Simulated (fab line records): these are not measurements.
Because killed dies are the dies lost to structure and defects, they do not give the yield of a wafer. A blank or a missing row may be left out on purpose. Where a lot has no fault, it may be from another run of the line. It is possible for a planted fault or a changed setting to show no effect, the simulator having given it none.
Which tool did it? | flow sky130 | 6 lots, 18 wafers sampled, at 4 steps of a route of 708

== WHAT THE GAUGES SHOWED, per wafer ==
SKY_METAL5_RS_MEAS_05: uses a four-point probe to measure.
lot  | measured     | on            | METAL5_ALCU_RS (ohm/sq)
L920 | day 43 02:15 | film-metro-03 | 0.02677 0.0272 0.02687
L924 | day 44 05:04 | film-metro-03 | 0.02717 0.02717 0.02688
L932 | day 46 20:02 | film-metro-02 | 0.027 0.02703 0.02687
L935 | day 47 03:46 | film-metro-02 | 0.02754 0.0273 0.02728
L938 | day 47 16:53 | film-metro-03 | 0.02699 0.02698 0.02685
L942 | day 48 15:31 | film-metro-04 | 0.02689 0.02654 0.02682

== TOOL THAT RAN EACH LOT (tool first, then ch and the chambers of the sampled wafers, then the start) ==
lot  | SKY_LOCAL_INTERCONNECT_METAL_ETCH_14 | SKY_METAL4_SPUTTER_02        | SKY_CAP2M_STRIP_14
L920 | rie-metal-03 ch 1, day 30 15:01      | pvd-sputter-04, day 39 23:14 | plasma-asher-03 ch 1, day 40 23:28
L924 | rie-metal-03 ch 1, day 31 22:07      | pvd-sputter-01, day 41 01:38 | plasma-asher-02 ch 0,1, day 42 02:21
L932 | rie-metal-02 ch 0,1, day 35 02:34    | pvd-sputter-03, day 43 22:51 | plasma-asher-03 ch 0,1, day 44 21:05
L935 | rie-metal-01 ch 0,1, day 35 10:53    | pvd-sputter-03, day 44 09:04 | plasma-asher-03 ch 0,1, day 45 06:25
L938 | rie-metal-02 ch 0,1, day 36 05:46    | pvd-sputter-03, day 44 22:46 | plasma-asher-02 ch 0,1, day 45 20:28
L942 | rie-metal-03 ch 0, day 37 11:00      | pvd-sputter-01, day 45 23:20 | plasma-asher-02 ch 0,1, day 46 19:41
- SKY_LOCAL_INTERCONNECT_METAL_ETCH_14: etches TiN in Cl2/BCl3, stops on PSG, target depth 110 nm, time 31.4 s.
- SKY_METAL4_SPUTTER_02: material AlCu, target thk 735 nm, time 39.1 s.
- SKY_CAP2M_STRIP_14: strips in O2/N2.

== THE ANSWER, worked out from the rows above alone ==
Rule: the usual values come from the lots themselves. The widest of any qualifying gaps counts: lots, ordered by their means at a reading, are off when they make up no more than a third of the lots, leave a main group of 4 or more, and stand apart from it by 3 or more times the standard deviation of that group's means. The tables above print the reading to a certain number of digits; a main group whose means all agree to those digits is not used. A lot without any number at a reading at which 4 lots or more have one is off too. All remaining lots with rows at the step are treated as sound.
Nothing can be told from this: no lot is off at any reading shown.

== WHAT THE SIMULATOR HAD INSERTED ==
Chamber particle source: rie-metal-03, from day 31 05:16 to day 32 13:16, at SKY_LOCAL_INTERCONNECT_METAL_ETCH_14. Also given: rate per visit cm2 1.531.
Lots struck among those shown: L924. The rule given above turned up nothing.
